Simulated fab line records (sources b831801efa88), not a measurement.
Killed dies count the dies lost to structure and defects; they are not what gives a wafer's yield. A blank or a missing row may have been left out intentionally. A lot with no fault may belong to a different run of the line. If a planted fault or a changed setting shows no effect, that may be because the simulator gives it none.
fab line records | flow gf180mcu
record lots=15 | wafers=45 | last_day=34
route steps=602 shown V4@477
lots with no fault: from the same line, run without faults
start_h: start of the lot's first displayed wafer, in hours after the record's first day | wait_h: how many hours have passed since the lot's step before this one | " same as the row above | L1.1+2: one row covering several wafers at once | - either no value or no given start | * or withheld: withheld | < > ~ a bound
route shown NAME@n: a module of which the file shows steps, and the number in the route of the first | usual: the fault-free wafers' mean and standard deviation | same: alike in all rows | chamber/n: place in a boat | sites: per-site readings | _std_site: standard deviation across them | _edge_site: outer sites' mean less inner sites' | radius_mm: how far each site lies from the wafer's centre | mask NAME#n: copy n | behind: the last tool/chamber to shape the wafer | hold: cause of the lot's hold/its duration in hours/its outcome | device: whichever transistor did not switch (one of n, p or np) | end of line: tests run on the same wafers once the route is complete | a step given without rows: its recipe and nothing more | killed: count of dies lost to structure and defects at first sort (not the wafer's yield) | map: dies across one wafer; x = killed, . = not, _ = none there
set.NAME: the setting that was run; set.NAME@STEP: the one run at that earlier step | model.NAME: the simulator's own value behind a step, which no gauge read
steps of the route over a sample of lots; a table a step, a row a wafer
services: the hour from which a tool's chamber was out of use, counted from the record's first day as start_h (under 0 if before that day), plus the number of hours and why
## steps
# step GF_V4_THK_MEAS_01
# recipe reads=SiO2_of_V4_CVD_00
# usual V4_CVD_00_THK=601/6.6
lot.wafer | tool          | chamber | start_h | wait_h | V4_CVD_00_THK[nm]
L691.1    | film_metro-02 | -       | 547.00  | 0.0    | 597
L691.2    | "             | -       | "       | "      | 601
L691.4    | "             | -       | "       | "      | 609
L692.1    | film_metro-04 | -       | 551.54  | 0.0    | 594
L692.4    | "             | -       | "       | "      | 599
L692.5    | "             | -       | "       | "      | 601
L694.2    | film_metro-02 | -       | 567.04  | 0.0    | 601
L694.3    | "             | -       | "       | "      | 605
L694.6    | "             | -       | "       | "      | 596
L695.1    | film_metro-01 | -       | 573.38  | 0.0    | 596
L695.3    | "             | -       | "       | "      | 594
L695.4    | "             | -       | "       | "      | 598
L698.1    | film_metro-01 | -       | 604.95  | 0.0    | 597
L698.4    | "             | -       | "       | "      | 592
L698.5    | "             | -       | "       | "      | 600
L700.2    | film_metro-02 | -       | 608.54  | 0.0    | 610
L700.4    | "             | -       | "       | "      | 598
L700.5    | "             | -       | "       | "      | 605
L701.1    | film_metro-04 | -       | 624.48  | 0.0    | 598
L701.4    | "             | -       | "       | "      | 596
L701.6    | "             | -       | "       | "      | 597
L702.1    | film_metro-04 | -       | 633.08  | 0.0    | 602
L702.5    | "             | -       | "       | "      | 599
L702.6    | "             | -       | "       | "      | 595
L703.1    | film_metro-04 | -       | 640.03  | 0.0    | 600
L703.3    | "             | -       | "       | "      | 597
L703.5    | "             | -       | "       | "      | 613
L704.2    | film_metro-01 | -       | 647.08  | 0.0    | 600
L704.5    | "             | -       | "       | "      | 606
L704.6    | "             | -       | "       | "      | 607
L705.3    | film_metro-04 | -       | 655.15  | 0.1    | 599
L705.4    | "             | -       | "       | "      | 607
L705.6    | "             | -       | "       | "      | 597
L708.1    | film_metro-04 | -       | 679.83  | 0.0    | 610
L708.3    | "             | -       | "       | "      | 607
L708.4    | "             | -       | "       | "      | 606
L709.2    | film_metro-04 | -       | 683.39  | 0.0    | 612
L709.3    | "             | -       | "       | "      | 611
L709.6    | "             | -       | "       | "      | 607
L710.2    | film_metro-01 | -       | 691.06  | 0.0    | 596
L710.3    | "             | -       | "       | "      | 595
L710.4    | "             | -       | "       | "      | 595
L714.1    | film_metro-04 | -       | 714.93  | 0.0    | 604
L714.2    | "             | -       | "       | "      | 610
L714.3    | "             | -       | "       | "      | 613
# step GF_V4_SPUTTER_21
# recipe material=Ti | target_thk_nm=15 | chamber_pressure_pa=5 | power_w=2500 | substrate_temp_c=200 | time_s=80.02
# usual throttle_valve_pct=29.9/0.77
lot.wafer | tool           | chamber | start_h | wait_h | throttle_valve_pct
L691.1    | pvd_sputter-01 | -       | 570.66  | 0.0    | 31.2
L691.2    | "              | -       | "       | "      | 30.7
L691.4    | "              | -       | "       | "      | 29.7
L692.1    | pvd_sputter-03 | -       | 574.86  | 0.0    | 29.2
L692.4    | "              | -       | "       | "      | 29.7
L692.5    | "              | -       | "       | "      | 30.4
L694.2    | pvd_sputter-04 | -       | 589.87  | 0.0    | 30.7
L694.3    | "              | -       | "       | "      | 29.7
L694.6    | "              | -       | "       | "      | 30.8
L695.1    | pvd_sputter-03 | -       | 595.47  | 0.0    | 28.8
L695.3    | "              | -       | "       | "      | 30.3
L695.4    | "              | -       | "       | "      | 30.1
L698.1    | pvd_sputter-03 | -       | 626.42  | 0.0    | 30.4
L698.4    | "              | -       | "       | "      | 28.7
L698.5    | "              | -       | "       | "      | 30.5
L700.2    | pvd_sputter-04 | -       | 630.82  | 0.0    | 30.0
L700.4    | "              | -       | "       | "      | 30.8
L700.5    | "              | -       | "       | "      | 30.1
L701.1    | pvd_sputter-01 | -       | 646.28  | 0.0    | 30.9
L701.4    | "              | -       | "       | "      | 28.7
L701.6    | "              | -       | "       | "      | 30.7
L702.1    | pvd_sputter-04 | -       | 654.27  | 0.0    | 29.6
L702.5    | "              | -       | "       | "      | 29.8
L702.6    | "              | -       | "       | "      | 30.8
L703.1    | pvd_sputter-03 | -       | 661.24  | 0.0    | 29.9
L703.3    | "              | -       | "       | "      | 30.6
L703.5    | "              | -       | "       | "      | 29.2
L704.2    | pvd_sputter-04 | -       | 668.37  | 0.0    | 29.7
L704.5    | "              | -       | "       | "      | 30.5
L704.6    | "              | -       | "       | "      | 31.0
L705.3    | pvd_sputter-03 | -       | 676.32  | 0.0    | 29.4
L705.4    | "              | -       | "       | "      | 30.5
L705.6    | "              | -       | "       | "      | 30.4
L708.1    | pvd_sputter-03 | -       | 700.11  | 0.0    | 29.4
L708.3    | "              | -       | "       | "      | 30.1
L708.4    | "              | -       | "       | "      | 28.9
L709.2    | pvd_sputter-03 | -       | 703.02  | 0.0    | 30.6
L709.3    | "              | -       | "       | "      | 30.0
L709.6    | "              | -       | "       | "      | 28.6
L710.2    | pvd_sputter-01 | -       | 710.62  | 0.0    | 30.8
L710.3    | "              | -       | "       | "      | 30.0
L710.4    | "              | -       | "       | "      | 31.2
L714.1    | pvd_sputter-04 | -       | 733.86  | 0.0    | 29.6
L714.2    | "              | -       | "       | "      | 29.9
L714.3    | "              | -       | "       | "      | 30.9
# step GF_V4_THK_MEAS_25
# recipe thk_meas_gauge=xrf | reads=W_of_V4_CVD_23
# usual V4_W_THK=346/4
lot.wafer | tool          | chamber | start_h | wait_h | V4_W_THK[nm]
L691.1    | film_metro-04 | -       | 570.99  | 0.1    | 345
L691.2    | "             | -       | "       | "      | 344
L691.4    | "             | -       | "       | "      | 347
L692.1    | film_metro-01 | -       | 575.19  | 0.1    | 337
L692.4    | "             | -       | "       | "      | 335
L692.5    | "             | -       | "       | "      | 339
L694.2    | film_metro-01 | -       | 590.23  | 0.1    | 358
L694.3    | "             | -       | "       | "      | 353
L694.6    | "             | -       | "       | "      | 353
L695.1    | film_metro-02 | -       | 595.80  | 0.1    | 351
L695.3    | "             | -       | "       | "      | 350
L695.4    | "             | -       | "       | "      | 355
L698.1    | film_metro-02 | -       | 626.75  | 0.1    | 340
L698.4    | "             | -       | "       | "      | 338
L698.5    | "             | -       | "       | "      | 341
L700.2    | film_metro-02 | -       | 631.16  | 0.1    | 348
L700.4    | "             | -       | "       | "      | 350
L700.5    | "             | -       | "       | "      | 350
L701.1    | film_metro-01 | -       | 646.61  | 0.1    | 345
L701.4    | "             | -       | "       | "      | 346
L701.6    | "             | -       | "       | "      | 345
L702.1    | film_metro-01 | -       | 654.60  | 0.1    | 347
L702.5    | "             | -       | "       | "      | 349
L702.6    | "             | -       | "       | "      | 344
L703.1    | film_metro-04 | -       | 661.57  | 0.1    | 349
L703.3    | "             | -       | "       | "      | 348
L703.5    | "             | -       | "       | "      | 344
L704.2    | film_metro-02 | -       | 668.71  | 0.1    | 342
L704.5    | "             | -       | "       | "      | 344
L704.6    | "             | -       | "       | "      | 343
L705.3    | film_metro-04 | -       | 676.67  | 0.1    | 342
L705.4    | "             | -       | "       | "      | 352
L705.6    | "             | -       | "       | "      | 343
L708.1    | film_metro-02 | -       | 700.44  | 0.1    | 346
L708.3    | "             | -       | "       | "      | 345
L708.4    | "             | -       | "       | "      | 342
L709.2    | film_metro-04 | -       | 703.36  | 0.1    | 346
L709.3    | "             | -       | "       | "      | 345
L709.6    | "             | -       | "       | "      | 347
L710.2    | film_metro-02 | -       | 710.96  | 0.1    | 345
L710.3    | "             | -       | "       | "      | 345
L710.4    | "             | -       | "       | "      | 341
L714.1    | film_metro-04 | -       | 734.20  | 0.1    | 348
L714.2    | "             | -       | "       | "      | 350
L714.3    | "             | -       | "       | "      | 350
# step GF_V4_CMP_26
# recipe stop_on=SiO2 | down_force_psi=3.5 | platen_rpm=60 | t_overpolish_s=15 | target_thk_nm=0 | pad_velocity_m_s=0.94248
# usual edge_zone_pressure_frac=1.000/0.0049 | head_pressure_psi=3.501/0.0074 | motor_current_A=11.1/0.84 | overpolish_run_s=15.000/0.0099 | time_to_endpoint_s=84/3.4
lot.wafer | tool   | chamber | start_h | wait_h | edge_zone_pressure_frac | head_pressure_psi | motor_current_A | overpolish_run_s | time_to_endpoint_s
L691.1    | cmp-01 | 3       | 571.05  | 0.1    | 1.000                   | 3.506             | 11.8            | 15.003           | 82
L691.2    | "      | 0       | "       | "      | 1.006                   | 3.495             | 12.0            | 14.999           | 81
L691.4    | "      | 2       | "       | "      | 0.995                   | 3.499             | 10.5            | 14.994           | 81
L692.4    | cmp-01 | 0       | 575.35  | 0.1    | 1.002                   | 3.497             | 12.1            | 14.998           | 83
L692.1    | "      | 1       | "       | "      | 0.997                   | 3.499             | 11.1            | 15.008           | 75
L692.5    | "      | 2       | "       | "      | 1.003                   | 3.513             | 11.0            | 14.985           | 78
L694.2    | cmp-01 | 2       | 590.33  | 0.1    | 1.001                   | 3.490             | 10.9            | 15.000           | 83
L694.3    | "      | 3       | "       | "      | 0.990                   | 3.501             | 11.9            | 15.003           | 89
L694.6    | "      | 1       | "       | "      | 0.996                   | 3.489             | 10.7            | 14.993           | 80
L695.1    | cmp-02 | 1       | 595.86  | 0.1    | 0.994                   | 3.503             | 11.0            | 15.010           | 90
L695.3    | "      | 3       | "       | "      | 0.993                   | 3.501             | 9.7             | 14.994           | 88
L695.4    | "      | 0       | "       | "      | 0.995                   | 3.508             | 9.4             | 14.993           | 89
L698.1    | cmp-01 | 1       | 626.81  | 0.1    | 0.998                   | 3.500             | 10.9            | 15.006           | 80
L698.4    | "      | 3       | "       | "      | 1.005                   | 3.500             | 11.8            | 14.993           | 82
L698.5    | "      | 1       | "       | "      | 0.996                   | 3.502             | 11.0            | 15.000           | 79
L700.4    | cmp-01 | 3       | 631.21  | 0.0    | 0.999                   | 3.496             | 12.2            | 15.011           | 87
L700.2    | "      | 1       | "       | "      | 1.011                   | 3.487             | 10.5            | 14.993           | 81
L700.5    | "      | 3       | "       | "      | 0.994                   | 3.497             | 12.3            | 14.996           | 86
L701.4    | cmp-02 | 0       | 646.67  | 0.0    | 1.004                   | 3.488             | 9.3             | 15.013           | 86
L701.1    | "      | 3       | "       | "      | 0.999                   | 3.502             | 10.4            | 15.009           | 88
L701.6    | "      | 1       | "       | "      | 1.007                   | 3.493             | 10.6            | 14.999           | 86
L702.1    | cmp-02 | 1       | 654.71  | 0.1    | 0.999                   | 3.494             | 11.5            | 15.010           | 85
L702.6    | "      | 0       | "       | "      | 0.999                   | 3.499             | 9.5             | 15.012           | 86
L702.5    | "      | 1       | "       | "      | 0.989                   | 3.497             | 10.8            | 15.003           | 83
L703.1    | cmp-02 | 1       | 661.73  | 0.1    | 1.000                   | 3.501             | 10.8            | 14.995           | 85
L703.3    | "      | 2       | "       | "      | 0.993                   | 3.496             | 12.3            | 14.986           | 84
L703.5    | "      | 3       | "       | "      | 1.007                   | 3.501             | 10.1            | 14.985           | 85
L704.2    | cmp-02 | 3       | 668.76  | 0.0    | 1.003                   | 3.507             | 9.7             | 14.987           | 86
L704.5    | "      | 3       | "       | "      | 0.997                   | 3.502             | 9.9             | 14.991           | 87
L704.6    | "      | 0       | "       | "      | 1.000                   | 3.494             | 9.8             | 14.978           | 85
L705.3    | cmp-02 | 1       | 676.71  | 0.0    | 1.006                   | 3.502             | 11.3            | 15.017           | 86
L705.4    | "      | 3       | "       | "      | 0.996                   | 3.505             | 9.6             | 15.001           | 87
L705.6    | "      | 1       | "       | "      | 0.997                   | 3.490             | 11.2            | 15.002           | 86
L708.3    | cmp-01 | 2       | 700.50  | 0.0    | -                       | -                 | -               | -                | -
L708.1    | "      | 0       | "       | "      | -                       | -                 | -               | -                | -
L708.4    | "      | 1       | "       | "      | -                       | -                 | -               | -                | -
L709.3    | cmp-02 | 2       | 703.41  | 0.0    | -                       | -                 | -               | -                | -
L709.2    | "      | 1       | "       | "      | -                       | -                 | -               | -                | -
L709.6    | "      | 3       | "       | "      | -                       | -                 | -               | -                | -
L710.4    | cmp-01 | 0       | 711.08  | 0.1    | -                       | -                 | -               | -                | -
L710.2    | "      | 1       | "       | "      | -                       | -                 | -               | -                | -
L710.3    | "      | 2       | "       | "      | -                       | -                 | -               | -                | -
L714.2    | cmp-01 | 3       | 734.26  | 0.0    | 1.004                   | 3.504             | 11.4            | 15.011           | 90
L714.1    | "      | 1       | "       | "      | 1.008                   | 3.509             | 10.7            | 15.003           | 83
L714.3    | "      | 2       | "       | "      | 1.000                   | 3.499             | 10.7            | 14.999           | 84
## services
tool           | chamber | start_h | hours | kind
pvd_sputter-01 | -       | 554.01  | 1.5   | repair
cmp-02         | -       | 572.00  | 4.0   | pm
cmp-02         | -       | 576.00  | -     | consumable_replace:conditioner
cmp-02         | -       | 576.00  | -     | consumable_replace:pad
cmp-02         | -       | 577.12  | 1.3   | repair
pvd_sputter-04 | -       | 644.94  | 2.1   | repair
cmp-01         | -       | 676.04  | 10.4  | repair
cmp-02         | -       | 686.51  | 3.7   | pm
pvd_sputter-04 | -       | 691.92  | 3.6   | repair
## key
first_sign step=GF_V4_CMP_26 | reading=tool_record | direction=missing
effect none on later readings
met_at GF_V4_CMP_26
struck_lots L708,L709,L710
later_rows_left_out L708.1,L708.3,L708.4,L709.2,L709.3,L709.6,L710.2,L710.3,L710.4
sort_left_out L708.1,L708.3,L708.4,L709.2,L709.3,L709.6,L710.2,L710.3,L710.4
not_acting_at GF_V4_THK_MEAS_01,GF_V4_SPUTTER_21,GF_V4_THK_MEAS_25
onset_between 676.71 700.50
fault kind=skipped_step_whole | tool=cmp-01,cmp-02 | chamber=- | onset_h=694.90 | steps=GF_V4_CMP_26 | scope=struck_lots_only
# sort_left_out: the simulated sort isn't trusted on such a fault, so these wafers' sort isn't shown, and their yield isn't known
# later_rows_left_out: the simulator's readings of these wafers behind a module that went badly wrong aren't trusted and aren't shown, but for the sort
